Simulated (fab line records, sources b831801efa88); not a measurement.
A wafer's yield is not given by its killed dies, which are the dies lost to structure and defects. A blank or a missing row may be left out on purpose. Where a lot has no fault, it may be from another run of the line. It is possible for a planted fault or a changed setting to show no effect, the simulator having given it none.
fab line records -- flow sfqLine
record lots=14, wafers=42, lastDay=86
route steps=325 shown M6@252
lots untouched by any fault: they come from a run of this same line in which no faults occurred
startH: start of the lot's first displayed wafer, in hours after the record's first day -- waitH: hours elapsed since this lot's preceding step -- " identical to the entry in the row above -- L1.1+2: a single row standing in for several wafers -- - either no value or no given start -- * or withheld: withheld -- < > ~ a bound
route shown NAME@n: names a module that has steps shown in the file, with the first one's number in the route -- usual: average and standard deviation across the fault-free wafers -- same: alike in all rows -- chamber/n: place in a boat -- sites: each site's reading -- _std_site: the values' standard deviation -- _edge_site: outer sites' mean less inner sites' -- radiusMm: how far each site lies from the wafer's centre -- mask NAME#n: copy n -- behind: tool/chamber where the wafer was last shaped -- hold: cause of the lot's hold/its duration in hours/its outcome -- device: the transistor (n, p or np) that didn't switch -- end of line: the route-end tests of the same wafers -- where a step has no rows: the recipe by itself -- killed: not the wafer's yield, but the dies lost to structure and defects at the first sort -- map: dies across one wafer; x = killed, . = not, _ = none there
set.NAME: the setting that was run; set.NAME@STEP: the one run at that earlier step -- model.NAME: the simulator's own value behind a step, which no gauge read
steps of the route over a sample of lots; a table a step, a row a wafer
services: a tool's chamber out of use, with start hour (startH, from the record's first day; less than 0 if before it), hours out, and reason
## steps
# step SFQ_TRILAYER_M6_DEP_SPUTTER_157
# recipe material=Nb, basePressurePa=1.33e-06, chamberPressurePa=0.1333, substrateTempC=20, targetThkNm=200, powerW=2000, timeS=133.3
# usual basePressurePa=1.32e-06/1e-07, throttleValvePct=29.9/0.84
lot.wafer,tool,chamber,startH,waitH,basePressurePa,throttleValvePct
L888.4,pvdSputter-05,-,1580.67,0.0,1.38e-06,30.1
L888.5,pvdSputter-05,-,1580.67,0.0,1.43e-06,29.6
L888.6,pvdSputter-05,-,1580.67,0.0,1.46e-06,29.1
L890.1,pvdSputter-05,-,1652.38,0.0,1.48e-06,30.1
L890.2,pvdSputter-05,-,1652.38,0.0,1.31e-06,29.4
L890.6,pvdSputter-05,-,1652.38,0.0,1.17e-06,30.1
L892.3,pvdSputter-05,-,1658.56,0.0,1.26e-06,30.0
L892.4,pvdSputter-05,-,1658.56,0.0,1.25e-06,29.5
L892.5,pvdSputter-05,-,1658.56,0.0,1.24e-06,29.2
L893.3,pvdSputter-04,-,1663.31,0.0,1.28e-06,29.1
L893.4,pvdSputter-04,-,1663.31,0.0,1.3e-06,30.7
L893.5,pvdSputter-04,-,1663.31,0.0,1.39e-06,31.0
L894.1,pvdSputter-06,-,1664.51,0.0,1.28e-06,27.9
L894.4,pvdSputter-06,-,1664.51,0.0,1.3e-06,29.9
L894.6,pvdSputter-06,-,1664.51,0.0,1.55e-06,31.6
L895.1,pvdSputter-05,-,1667.21,0.0,1.39e-06,29.6
L895.5,pvdSputter-05,-,1667.21,0.0,1.3e-06,30.2
L895.6,pvdSputter-05,-,1667.21,0.0,1.32e-06,29.4
L897.1,pvdSputter-06,-,1675.43,0.0,1.26e-06,29.9
L897.3,pvdSputter-06,-,1675.43,0.0,1.2e-06,30.2
L897.4,pvdSputter-06,-,1675.43,0.0,1.33e-06,28.2
L899.2,pvdSputter-04,-,1691.25,0.0,1.38e-06,29.1
L899.5,pvdSputter-04,-,1691.25,0.0,1.31e-06,31.1
L899.6,pvdSputter-04,-,1691.25,0.0,1.24e-06,29.3
L902.3,pvdSputter-04,-,1710.47,0.0,1.26e-06,30.6
L902.4,pvdSputter-04,-,1710.47,0.0,1.33e-06,28.9
L902.6,pvdSputter-04,-,1710.47,0.0,1.32e-06,30.7
L903.1,pvdSputter-06,-,1712.85,0.0,1.39e-06,29.6
L903.2,pvdSputter-06,-,1712.85,0.0,1.39e-06,30.1
L903.3,pvdSputter-06,-,1712.85,0.0,1.28e-06,28.0
L906.1,pvdSputter-06,-,1737.08,0.0,1.29e-06,29.8
L906.4,pvdSputter-06,-,1737.08,0.0,1.19e-06,31.6
L906.5,pvdSputter-06,-,1737.08,0.0,1.32e-06,31.4
L908.1,pvdSputter-06,-,1740.71,0.0,1.36e-06,30.2
L908.4,pvdSputter-06,-,1740.71,0.0,1.32e-06,29.6
L908.5,pvdSputter-06,-,1740.71,0.0,1.23e-06,31.6
L909.2,pvdSputter-06,-,1745.48,0.0,1.45e-06,30.0
L909.3,pvdSputter-06,-,1745.48,0.0,1.33e-06,31.1
L909.5,pvdSputter-06,-,1745.48,0.0,1.26e-06,28.3
L910.2,pvdSputter-05,-,1751.61,0.0,1.32e-06,29.3
L910.4,pvdSputter-05,-,1751.61,0.0,1.19e-06,30.2
L910.6,pvdSputter-05,-,1751.61,0.0,1.48e-06,30.2
# step SFQ_M6_RS_MEAS_938
# recipe thkMeasGauge=four-point-probe, reads=Nb_of_TRILAYER_M6_DEP_SPUTTER_157
# usual M6_NB_RS=0.891/0.0088
lot.wafer,tool,chamber,startH,waitH,hold,M6_NB_RS[ohm/sq]
L888.4,filmMetro-04,-,1580.83,0.1,-,0.882
L888.5,filmMetro-04,-,1580.83,0.1,-,0.901
L888.6,filmMetro-04,-,1580.83,0.1,-,0.876
L890.1,filmMetro-04,-,1652.47,0.0,-,0.883
L890.2,filmMetro-04,-,1652.47,0.0,-,0.883
L890.6,filmMetro-04,-,1652.47,0.0,-,0.894
L892.3,filmMetro-02,-,1658.69,0.1,-,0.891
L892.4,filmMetro-02,-,1658.69,0.1,-,0.894
L892.5,filmMetro-02,-,1658.69,0.1,-,0.888
L893.3,filmMetro-02,-,1663.44,0.1,-,0.900
L893.4,filmMetro-02,-,1663.44,0.1,-,0.905
L893.5,filmMetro-02,-,1663.44,0.1,-,0.911
L894.1,filmMetro-02,-,1664.60,0.0,-,0.887
L894.4,filmMetro-02,-,1664.60,0.0,-,0.882
L894.6,filmMetro-02,-,1664.60,0.0,-,0.886
L895.1,filmMetro-03,-,1667.30,0.0,-,0.894
L895.5,filmMetro-03,-,1667.30,0.0,-,0.892
L895.6,filmMetro-03,-,1667.30,0.0,-,0.884
L897.1,filmMetro-04,-,1675.52,0.0,-,0.893
L897.3,filmMetro-04,-,1675.52,0.0,-,0.883
L897.4,filmMetro-04,-,1675.52,0.0,-,0.893
L899.2,filmMetro-03,-,1691.36,0.1,awaitDispo/0.2h/release,1.478
L899.5,filmMetro-03,-,1691.36,0.1,awaitDispo/0.2h/release,0.885
L899.6,filmMetro-03,-,1691.36,0.1,awaitDispo/0.2h/release,0.882
L899.2,filmMetro-03,-,1691.65,0.3,-,1.479
L899.5,filmMetro-03,-,1691.65,0.3,-,0.885
L899.6,filmMetro-03,-,1691.65,0.3,-,0.882
L902.3,filmMetro-03,-,1710.60,0.1,awaitDispo/0.2h/release,1.527
L902.4,filmMetro-03,-,1710.60,0.1,awaitDispo/0.2h/release,0.891
L902.6,filmMetro-03,-,1710.60,0.1,awaitDispo/0.2h/release,0.901
L902.3,filmMetro-03,-,1710.88,0.3,-,1.530
L902.4,filmMetro-03,-,1710.88,0.3,-,0.889
L902.6,filmMetro-03,-,1710.88,0.3,-,0.901
L903.1,filmMetro-02,-,1712.94,0.0,-,0.900
L903.2,filmMetro-02,-,1712.94,0.0,-,0.894
L903.3,filmMetro-02,-,1712.94,0.0,-,0.897
L906.1,filmMetro-04,-,1737.17,0.0,-,0.890
L906.4,filmMetro-04,-,1737.17,0.0,-,0.886
L906.5,filmMetro-04,-,1737.17,0.0,-,0.884
L908.1,filmMetro-03,-,1740.80,0.0,-,0.883
L908.4,filmMetro-03,-,1740.80,0.0,-,0.894
L908.5,filmMetro-03,-,1740.80,0.0,-,0.899
L909.2,filmMetro-04,-,1745.59,0.1,-,0.887
L909.3,filmMetro-04,-,1745.59,0.1,-,0.882
L909.5,filmMetro-04,-,1745.59,0.1,-,0.883
L910.2,filmMetro-02,-,1751.73,0.1,-,0.897
L910.4,filmMetro-02,-,1751.73,0.1,-,0.909
L910.6,filmMetro-02,-,1751.73,0.1,-,0.902
# step SFQ_TRILAYER_M6_ETCH_METAL_ETCH_162
# recipe target=Nb, stopOn=SiO2, maskMaterial=PR, chemistry=Cl2/Ar, targetDepthNm=240, icpW=600, biasW=80, pressureMtorr=10, timeS=120
# usual drypumpMotorCurrentA=5.7/0.36, oesProductAu=0.894/0.0068
lot.wafer,tool,chamber,startH,waitH,drypumpMotorCurrentA,oesProductAu,rfHoursCounterH
L888.4,rieMetal-04,1,1703.66,0.1,5.6,0.900,-
L888.5,rieMetal-04,1,1703.66,0.1,5.6,0.892,-
L888.6,rieMetal-04,0,1703.66,0.1,5.6,0.903,-
L890.1,rieMetal-04,1,1747.17,0.0,5.7,0.897,61
L890.2,rieMetal-04,0,1747.17,0.0,5.6,0.898,77
L890.6,rieMetal-04,0,1747.17,0.0,5.6,0.891,-
L892.3,rieMetal-02,1,1753.21,0.1,5.8,0.898,-
L892.4,rieMetal-02,0,1753.21,0.1,5.6,0.895,-
L892.5,rieMetal-02,0,1753.21,0.1,5.6,0.902,-
L893.3,rieMetal-03,0,1758.01,0.1,6.2,0.893,-
L893.4,rieMetal-03,1,1758.01,0.1,4.8,0.890,-
L893.5,rieMetal-03,1,1758.01,0.1,4.8,0.887,-
L894.1,rieMetal-03,0,1761.63,0.1,6.1,0.893,41
L894.4,rieMetal-03,0,1761.63,0.1,6.1,0.889,-
L894.6,rieMetal-03,0,1761.63,0.1,6.1,0.900,-
L895.1,rieMetal-04,1,1766.37,0.0,5.7,0.893,63
L895.5,rieMetal-04,0,1766.37,0.0,5.6,0.889,-
L895.6,rieMetal-04,1,1766.37,0.0,5.7,0.892,-
L897.1,rieMetal-02,0,1771.23,0.1,5.6,0.894,79
L897.3,rieMetal-02,0,1771.23,0.1,5.6,0.895,-
L897.4,rieMetal-02,0,1771.23,0.1,5.6,0.894,-
L899.2,rieMetal-03,0,1790.37,0.0,6.1,0.691,47
L899.5,rieMetal-03,0,1790.37,0.0,6.1,0.901,-
L899.6,rieMetal-03,1,1790.37,0.0,4.8,0.894,-
L902.3,rieMetal-04,0,1811.92,0.1,5.6,0.681,-
L902.4,rieMetal-04,1,1811.92,0.1,5.6,0.883,-
L902.6,rieMetal-04,1,1811.92,0.1,5.7,0.888,-
L903.1,rieMetal-03,1,1813.08,0.0,4.8,0.899,5
L903.2,rieMetal-03,0,1813.08,0.0,6.1,0.898,50
L903.3,rieMetal-03,1,1813.08,0.0,4.8,0.884,-
L906.1,rieMetal-02,1,1837.19,0.0,5.8,0.894,11
L906.4,rieMetal-02,0,1837.19,0.0,5.6,0.894,-
L906.5,rieMetal-02,1,1837.19,0.0,5.8,0.901,-
L908.1,rieMetal-02,0,1840.79,0.0,5.6,0.898,88
L908.4,rieMetal-02,1,1840.79,0.0,5.8,0.899,-
L908.5,rieMetal-02,1,1840.79,0.0,5.8,0.896,-
L909.2,rieMetal-02,0,1846.79,0.0,5.6,0.897,89
L909.3,rieMetal-02,0,1846.79,0.0,5.6,0.907,-
L909.5,rieMetal-02,1,1846.79,0.0,5.8,0.902,-
L910.2,rieMetal-02,0,1852.04,0.0,5.6,0.889,89
L910.4,rieMetal-02,1,1852.04,0.0,5.8,0.882,-
L910.6,rieMetal-02,1,1852.04,0.0,5.7,0.892,-
## services
tool,chamber,startH,hours,kind
rieMetal-04,-,1558.43,2.8,pm
rieMetal-03,1,1586.17,28.9,repair
pvdSputter-05,-,1590.14,3.7,repair
pvdSputter-05,-,1635.25,1.9,repair
rieMetal-03,0,1639.65,9.6,repair
pvdSputter-06,-,1654.92,5.5,repair
rieMetal-03,-,1660.20,0.1,repair
pvdSputter-04,-,1691.35,14.4,repair
rieMetal-03,-,1698.23,0.5,repair
rieMetal-04,-,1700.52,0.2,repair
pvdSputter-04,-,1702.90,1.7,repair
pvdSputter-06,2,1708.48,-,consumableReplace:kit
pvdSputter-06,2,1708.48,18.0,scheduledDown
pvdSputter-06,2,1708.48,18.0,ventCycle
pvdSputter-04,-,1723.53,7.8,repair
rieMetal-03,0,1749.06,3.4,repair
rieMetal-02,1,1764.92,-,clean
rieMetal-02,1,1764.92,-,consumableReplace:esc
rieMetal-02,1,1764.92,-,consumableReplace:focusRing
rieMetal-02,1,1764.92,25.2,scheduledDown
rieMetal-04,-,1773.90,0.7,repair
rieMetal-02,0,1802.32,21.4,repair
pvdSputter-05,-,1808.11,7.4,repair
rieMetal-03,-,1834.82,14.6,pm
## key
firstSign step=SFQ_M6_RS_MEAS_938, reading=visit, direction=added
effect step=SFQ_M6_RS_MEAS_938, reading=M6_NB_RS, direction=up, sigmas=69, usual=0.891, struck=1.503
effect step=SFQ_TRILAYER_M6_ETCH_METAL_ETCH_162, reading=oesProductAu, direction=down, sigmas=30, usual=0.894, struck=0.686
metAt SFQ_TRILAYER_M6_DEP_SPUTTER_157
struckLots L899,L902
struckWafers L899.2,L902.3
onsetBetween 1663.31 1691.25
fault kind=processParameterDrift, tool=pvdSputter-04, chamber=-, onsetH=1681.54, steps=SFQ_TRILAYER_M6_DEP_SPUTTER_157, channel=targetThkNm, offset=-79.91, shape=step, endH=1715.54, scope=struckWafersOnly, actsIn=theseRecipesOnly, stated=200
